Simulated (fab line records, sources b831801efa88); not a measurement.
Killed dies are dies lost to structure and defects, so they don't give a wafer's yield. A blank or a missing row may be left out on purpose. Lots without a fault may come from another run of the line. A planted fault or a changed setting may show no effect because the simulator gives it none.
One fault seen from 2 desks | flow gf180mcu | each desk has only its own numbers; what lay behind them comes last

THE TOOL OWNER'S DESK: rie_si-01
The tool's own readings at GF_STI_ETCH_14 (etches Si in HBr/Cl2/O2, target depth 360 nm, time 102.9 s): means of the sampled wafers that have a number, for each lot that ran on this tool. A lot is out of limits, marked OUT, if its mean lies more than 4 standard deviations from the usual mean; the brackets give that distance.
Columns: A = drypump_motor_current_A at GF_STI_ETCH_14, usual 5.60 A; B = oes_product_au at GF_STI_ETCH_14, usual 0.999 a.u.; C = run_length_s at GF_STI_ETCH_14, usual 131.3 s; D = throttle_valve_pct at GF_STI_ETCH_14, usual 25.658 %
lot  | first seen here | A    | B     | C               | D
L228 | day 2 06:23     | 5.74 | 0.998 | 131.2           | 25.665
L232 | day 3 06:28     | 5.73 | 1.001 | 131.3           | 25.658
L233 | day 3 13:37     | 5.79 | 1.003 | 130.9           | 25.638
L235 | day 3 20:46     | 5.44 | 1.005 | 131.2           | 25.652
L237 | day 4 03:49     | 5.67 | 0.997 | 131.5           | 25.661
L239 | day 4 17:34     | 5.74 | 0.997 | 131.2           | 25.658
L243 | day 5 13:14     | 5.74 | 0.994 | 124.3 (-16) OUT | 25.664
L246 | day 6 03:46     | 5.73 | 0.993 | 124.3 (-16) OUT | 25.668
This desk's finding: out of limits on L243, L246; first on L243, day 5 13:14 (run_length_s at GF_STI_ETCH_14). In limits: L228, L232, L233, L235, L237, L239.

THE METROLOGY DESK
What the gauges read, lot by lot, whatever tool the lot ran on: means of the sampled wafers that have a number. A lot is out of limits, marked OUT, if its mean lies more than 4 standard deviations from the usual mean; the brackets give that distance.
Columns: A = MVSD_OVL at GF_MVSD_OVL_MEAS_07, usual -0.9 nm; B = VT_IMPLANT_02_OVL at GF_VT_IMPLANT_OVL_MEAS_29, usual -0.8 nm
lot  | first seen here | A    | B
L227 | day 4 12:25     | 0.9  | -2.1
L228 | day 4 22:22     | 0.6  | 0.9
L232 | day 5 18:58     | -1.3 | -0.4
L233 | day 6 05:50     | 0.2  | -0.9
L235 | day 6 13:35     | -2.0 | -1.4
L237 | day 6 19:22     | -1.0 | 0.3
L239 | day 7 11:40     | 0.4  | -2.4
L243 | day 8 09:50     | -1.3 | -1.3
L246 | day 9 02:52     | -1.5 | 0.6
L247 | day 9 10:52     | 0.5  | -0.5
L248 | day 9 14:49     | -1.9 | -1.5
L250 | day 10 06:31    | 0.1  | 0.3
This desk's finding: nothing out of limits on any of the 12 lots.

PUT TOGETHER
The tool owner's desk could have raised an alarm at day 5 13:14, on L243, L246.
The metrology desk saw nothing out of limits.
The metrology desk has L243, L246 on record, within its limits.
Of the lots named, all ran GF_STI_ETCH_14 on rie_si-01.

WHAT THE SIMULATOR HAD PUT IN
Process parameter drift: rie_si-01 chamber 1, from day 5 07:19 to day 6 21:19, at GF_STI_ETCH_14. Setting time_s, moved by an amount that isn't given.
Lots struck among those shown: L243, L246.
Hours from the fault's start to each desk's first reading out of limits: the tool owner's desk, 6.
